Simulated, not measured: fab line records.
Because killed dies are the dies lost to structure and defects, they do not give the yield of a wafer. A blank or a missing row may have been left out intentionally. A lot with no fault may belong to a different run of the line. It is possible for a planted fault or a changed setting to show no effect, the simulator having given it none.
One fault through the eyes of 2 desks ; flow sfq-line ; numbers are kept per desk, each desk with only its own; the story behind them comes last

AT THE TOOL OWNER'S DESK: krf-scanner-02
The tool's own readings at SFQ_TRILAYER_M2_LITHO_EXPOSE_058 (exposes mask M2, target cd 500 nm): means of the sampled wafers that have a number, for each lot that ran on this tool. Marked OUT: a lot whose mean sits more than 4 standard deviations from the usual mean, which makes it out of limits; the brackets give that distance.
Columns: A = reticle-temp-C at SFQ_TRILAYER_M2_LITHO_EXPOSE_058, usual 23.00 C
lot;first seen here;A
L287;day 20 18:35;23.01
L296;day 27 09:10;23.08
L298;day 27 19:26;22.96
L300;day 28 18:47;23.04
L302;day 29 06:23;22.98
L303;day 29 14:03;23.11
L304;day 30 02:51;22.96
This desk's verdict: no lot among the 7 shows anything out of limits.

THE METROLOGY DESK
Means of the sampled wafers that have a number, per lot and without regard to the tool the lot ran on: this is what the gauges read. Marked OUT: a lot whose mean sits more than 4 standard deviations from the usual mean, which makes it out of limits; the brackets give that distance.
Columns: A = I1_OVL at SFQ_I1_OVL_MEAS_913, usual -5 nm; B = M2_NB_RS at SFQ_M2_RS_MEAS_914, usual 0.895 ohm/sq; C = M2_OVL at SFQ_M2_OVL_MEAS_916, usual -1 nm; D = I2_BOW at SFQ_I2_BOW_MEAS_917, usual 2 um; E = I2_OVL at SFQ_I2_OVL_MEAS_918, usual -2 nm; F = M3_NB_RS at SFQ_M3_RS_MEAS_919, usual 0.890 ohm/sq; G = M8_BOW at SFQ_M8_BOW_MEAS_951, usual 6 um
lot;first seen here;A;B;C;D;E;F;G
L287;day 20 16:33;-5;0.899;-2;6;4;0.896;16
L296;day 27 06:37;-8;0.924;0;12;1;0.891;5
L298;day 27 17:25;-6;0.898;-10;-10;1;0.904;8
L300;day 28 10:29;4;0.887;1;8;-1;0.890;18
L302;day 28 23:40;-4;0.889;-0;6;4;0.889;18
L303;day 29 11:14;-14;0.897;4;-6;-9;0.889;-12
L304;day 29 22:01;-10;0.895;5;10;-8;0.889;26
This desk's verdict: no lot among the 7 shows anything out of limits.

ALL TOGETHER
The tool owner's desk saw nothing out of limits.
Metrology desk: nothing out of limits seen.

WHAT HAD BEEN PUT IN BY THE SIMULATOR
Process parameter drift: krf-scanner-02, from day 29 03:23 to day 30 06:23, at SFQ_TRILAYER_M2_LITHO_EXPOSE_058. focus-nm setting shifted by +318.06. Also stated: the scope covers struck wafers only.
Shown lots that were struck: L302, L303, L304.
